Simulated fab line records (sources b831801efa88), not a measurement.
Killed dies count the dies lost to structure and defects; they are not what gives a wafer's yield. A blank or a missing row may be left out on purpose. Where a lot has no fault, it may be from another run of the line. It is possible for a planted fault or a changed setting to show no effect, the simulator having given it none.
Which tool did it? -- flow sky130 -- 14 lots, 41 wafers sampled, at 5 steps of a route of 708

## WHAT EACH GAUGE READ, for each wafer
SKY_VT_ADJUST_HVTP_CD_MEAS_07: target cd 380 nm. Usual: cd_nm 379.7 nm, standard deviation 2.9.
lot,measured,on,cd_nm (nm),flag
L283,day 6 08:18,cd_sem-02,379.0 381.7 380.4,
L284,day 6 14:38,cd_sem-01,382.3 378.2 378.9,
L285,day 7 00:31,cd_sem-02,383.2 384.2 381.8,
L286,day 7 03:18,cd_sem-02,378.5 373.3 377.4,
L287,day 7 17:31,cd_sem-01,377.2 376.0 373.6,
L288,day 7 17:48,cd_sem-02,381.5 382.0 381.9,
L289,day 7 22:41,cd_sem-01,383.4 383.2 383.8,
L290,day 8 04:40,cd_sem-01,375.2 377.5 378.3,
L292,day 8 16:17,cd_sem-01,384.5 382.2,
L300,day 10 16:49,cd_sem-02,379.2 377.7 376.6,
L302,day 11 11:52,cd_sem-02,379.2 379.4 378.7,
L303,day 11 18:04,cd_sem-01,376.9 375.8 375.9,
L304,day 11 22:12,cd_sem-02,377.5 378.0 379.5,
L305,day 12 07:47,cd_sem-01,379.2 377.0 380.0,

SKY_VT_ADJUST_HVTR_CD_MEAS_07: target cd 380 nm. Usual: cd_nm 379.7 nm, standard deviation 2.2.
lot,measured,on,cd_nm (nm),flag
L283,day 9 16:23,cd_sem-01,381.4 382.8 381.7,
L284,day 9 22:14,cd_sem-01,377.0 377.3 379.6,
L285,day 10 10:56,cd_sem-01,380.1 380.4 381.0,
L286,day 10 15:09,cd_sem-01,378.4 380.4 379.0,
L287,day 11 07:01,cd_sem-01,384.5 380.6 381.2,
L288,day 11 07:46,cd_sem-01,377.6 378.6 377.9,
L289,day 11 11:14,cd_sem-01,377.3 374.5 377.0,
L290,day 11 19:32,cd_sem-01,377.0 358.6 357.5,OFF
L292,day 12 10:13,cd_sem-01,381.6 361.4,OFF
L300,day 14 21:09,cd_sem-01,382.7 381.1 379.9,
L302,day 15 18:17,cd_sem-02,377.2 378.9 379.0,
L303,day 16 01:16,cd_sem-02,378.1 376.0 376.0,
L304,day 16 06:14,cd_sem-01,379.1 379.3 378.5,
L305,day 16 17:00,cd_sem-01,381.6 379.7 380.3,

SKY_VT_ADJUST_HVTR_OVL_MEAS_08. Usual: VT_ADJUST_HVTR_OVL typically reads 0.0 nm, with standard deviation 1.3.
lot,measured,on,VT_ADJUST_HVTR_OVL (nm),flag
L283,day 9 16:30,overlay-02,3.5 2.3 1.9,
L284,day 9 22:21,overlay-01,1.2 -1.2 -0.5,
L285,day 10 11:03,overlay-02,3.7 2.0 2.4,
L286,day 10 15:16,overlay-01,-1.3 -0.2 -0.9,
L287,day 11 07:07,overlay-01,-1.5 -1.1 -1.0,
L288,day 11 07:53,overlay-01,3.5 -0.1 0.8,
L289,day 11 11:20,overlay-01,0.3 0.9 0.5,
L290,day 11 19:38,overlay-01,-0.2 0.5 -0.7,
L292,day 12 10:18,overlay-02,1.1 -0.9,
L300,day 14 21:16,overlay-02,1.1 0.8 1.5,
L302,day 15 18:24,overlay-01,0.5 0.1 -2.5,
L303,day 16 01:20,overlay-01,-1.5 0.4 0.5,
L304,day 16 06:21,overlay-01,0.3 -2.2 -0.8,
L305,day 16 17:07,overlay-02,-0.9 -0.8 -0.1,

SKY_VT_ADJUST_PCH_TW_MEAS_10. Usual: VT_ADJUST_PCH_TW typically reads 142.7, with standard deviation 1.4.
lot,measured,on,VT_ADJUST_PCH_TW,flag
L283,day 10 16:07,film_metro-04,142.4 141.4 141.4,
L284,day 10 22:01,film_metro-03,143.5 143.0 144.0,
L285,day 11 10:07,film_metro-03,143.4 144.5 143.6,
L286,day 11 14:02,film_metro-01,143.2 144.6 144.1,
L287,day 12 07:17,film_metro-01,143.8 144.8 143.7,
L288,day 12 07:37,film_metro-04,140.9 142.1 140.6,
L289,day 12 11:49,film_metro-01,143.9 144.5 144.5,
L290,day 12 20:38,film_metro-01,143.9 144.8 144.1,
L292,day 13 11:38,film_metro-04,141.4 140.7,
L300,day 16 00:50,film_metro-03,144.2 143.6 144.0,
L302,day 16 22:25,film_metro-03,144.4 144.3 143.8,
L303,day 17 05:52,film_metro-04,141.5 142.0 140.7,
L304,day 17 11:25,film_metro-03,142.0 141.4 141.1,
L305,day 17 21:52,film_metro-04,141.3 140.9 141.8,

## TOOL THAT RAN EACH LOT (tool first, then ch and the chambers of the sampled wafers, then the start)
lot,SKY_VT_ADJUST_HVTR_EXPOSE_04
L283,"iline_stepper-01 ch 0, day 9 06:43"
L284,"iline_stepper-02 ch 0, day 9 11:34"
L285,"iline_stepper-01 ch 0, day 9 23:16"
L286,"iline_stepper-01 ch 0, day 10 04:01"
L287,"iline_stepper-01 ch 0, day 10 19:24"
L288,"iline_stepper-01 ch 0, day 10 19:59"
L289,"iline_stepper-01 ch 0, day 11 00:47"
L290,"iline_stepper-01 ch 0, day 11 08:37"
L292,"iline_stepper-01 ch 0, day 11 21:56"
L300,"iline_stepper-02 ch 0, day 14 08:17"
L302,"iline_stepper-02 ch 0, day 15 05:03"
L303,"iline_stepper-01 ch 0, day 15 11:50"
L304,"iline_stepper-01 ch 0, day 15 16:38"
L305,"iline_stepper-02 ch 0, day 16 02:49"
- SKY_VT_ADJUST_HVTR_EXPOSE_04: exposes mask HVTRM, target cd 380 nm.

## WHAT THE TOOLS THEMSELVES READ (means of the sampled wafers that have a number; where no wafer has one, the mark that the record gives instead)
The record holds no such reading with a usual standard deviation.

## THE ANSWER, worked out from the rows above alone
Rule: lot off if the mean of its wafers having a number is beyond 3 standard deviations from the usual mean. A lot without any number at a reading at which 4 lots or more have one is off too. The other lots that the step has rows for count as sound. The gauges are gone through in route order, then the tools' own readings, and for those a lot's mean is taken as printed above. At the first step where some lot is off, the reading lying furthest off is the one used; lots without a number count as furthest.
Off: L290, L292, at SKY_VT_ADJUST_HVTR_CD_MEAS_07 (cd_nm).
A tool fits if, at a process step before that reading, it ran every lot that is off, and no sound lot after the first of them. The gauges at SKY_VT_ADJUST_HVTR_CD_MEAS_07 are tried like those tools. None of those tried fits.

## WHAT WAS PUT IN BY THE SIMULATOR
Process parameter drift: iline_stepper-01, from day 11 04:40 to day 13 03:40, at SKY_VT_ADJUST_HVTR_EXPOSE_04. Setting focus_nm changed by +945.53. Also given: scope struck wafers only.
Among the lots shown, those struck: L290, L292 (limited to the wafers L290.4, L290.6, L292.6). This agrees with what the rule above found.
